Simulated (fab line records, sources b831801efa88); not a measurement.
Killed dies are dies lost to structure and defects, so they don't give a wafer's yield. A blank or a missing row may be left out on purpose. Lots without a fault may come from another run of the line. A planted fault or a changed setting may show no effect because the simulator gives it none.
Chamber matching | flow sky130 | SKY_CONTACT_CMP_04 on cmp-01: 4 sister chambers
The step polishes SiO2. 4 wafers are shown with their chamber, then 7 later ones without.

WAFERS WITH THEIR CHAMBER
wafer  | chamber | motor_current_A (A)
L641.1 | 0       | 11.1
L645.3 | 3       | 12.3
L651.3 | 1       | 12.1
L651.4 | 2       | 13.4

WAFERS WITHOUT THEIR CHAMBER
wafer  | motor_current_A (A)
L651.5 | 11.0
L652.1 | 11.3
L652.4 | 13.2
L652.5 | 13.8
L654.1 | 11.6
L654.2 | 13.6
L654.3 | 11.8

WHICH CHAMBER EACH WENT THROUGH
wafer  | from the rows above          | in truth
L651.5 | 0                            | 0
L652.1 | can't be placed: 0 or 1      | 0
L652.4 | 2                            | 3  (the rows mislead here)
L652.5 | 2                            | 2
L654.1 | can't be placed: 0 or 1 or 3 | 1
L654.2 | 2                            | 2
L654.3 | can't be placed: 1 or 3 or 0 | 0
Placed correctly: 3 of 7. Can't be placed from these rows: 3 (the true chamber is among the candidates in 3). Placed wrongly: 1.
How it was worked out, from the rows above alone: a wafer's distance from a chamber is the root of the sum, over the readings, of the square of ((its reading less the chamber's mean) divided by the reading's scatter). The wafer belongs to the nearest chamber; if the next one is less than 2 further off, it can't be placed. A chamber's mean is the mean of its shown wafers. The scatter: with one shown wafer a chamber, the root of the mean of the squares of how far each hidden wafer lies from its nearest shown one.
